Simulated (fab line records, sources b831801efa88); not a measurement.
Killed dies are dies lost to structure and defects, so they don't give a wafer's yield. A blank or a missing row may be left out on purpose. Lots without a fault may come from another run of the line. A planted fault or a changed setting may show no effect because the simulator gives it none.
One fault seen from 2 desks | flow gf180mcu | each desk has only its own numbers; what lay behind them comes last

THE TOOL OWNER'S DESK: pvd_sputter-03
The tool's own readings at GF_V5_SPUTTER_21 (material Ti, target thk 15 nm, time 80.02 s): means of the sampled wafers that have a number, for each lot that ran on this tool. A lot is out of limits, marked OUT, if its mean lies more than 4 standard deviations from the usual mean; the brackets give that distance.
Columns: A = cathode_dc_power_W at GF_V5_SPUTTER_21, usual 2500.0 W; B = chamber_pressure_pa at GF_V5_SPUTTER_21, usual 5.000 Pa; C = throttle_valve_pct at GF_V5_SPUTTER_21, usual 30.5 %
lot  | first seen here | A      | B     | C
L989 | day 30 09:16    | 2500.0 | 4.999 | 30.9
L993 | day 31 14:07    | 2499.5 | 4.992 | 31.3
L997 | day 32 18:23    | 2499.8 | 5.007 | 30.9
L999 | day 33 01:32    | 2499.6 | 5.003 | 31.4
L100 | day 33 06:25    | 2500.2 | 5.000 | 31.5
This desk's finding: nothing out of limits on any of the 5 lots.

THE METROLOGY DESK
What the gauges read, lot by lot, whatever tool the lot ran on: means of the sampled wafers that have a number. A lot is out of limits, marked OUT, if its mean lies more than 4 standard deviations from the usual mean; the brackets give that distance.
Columns: A = MIM_ALCU_RS at GF_MIM_RS_MEAS_10, usual 0.1608 ohm/sq
lot  | first seen here | A
L979 | day 24 16:39    | 0.1604
L978 | day 24 19:27    | 0.1585
L980 | day 25 03:35    | 0.1612
L981 | day 25 18:45    | 0.1572
L982 | day 26 00:33    | 0.1607
L983 | day 26 03:01    | 0.1621
L984 | day 26 12:20    | 0.1609
L985 | day 26 21:15    | 0.1588
L989 | day 27 23:57    | 0.1605
L993 | day 29 04:32    | 0.1602
L997 | day 30 13:42    | 0.1624
L998 | day 30 15:55    | 0.1608
L999 | day 30 20:05    | 0.1603
L100 | day 31 01:52    | 0.1614
L101 | day 31 12:10    | 0.1608
This desk's finding: nothing out of limits on any of the 15 lots.

PUT TOGETHER
The tool owner's desk saw nothing out of limits.
The metrology desk saw nothing out of limits.

WHAT THE SIMULATOR HAD PUT IN
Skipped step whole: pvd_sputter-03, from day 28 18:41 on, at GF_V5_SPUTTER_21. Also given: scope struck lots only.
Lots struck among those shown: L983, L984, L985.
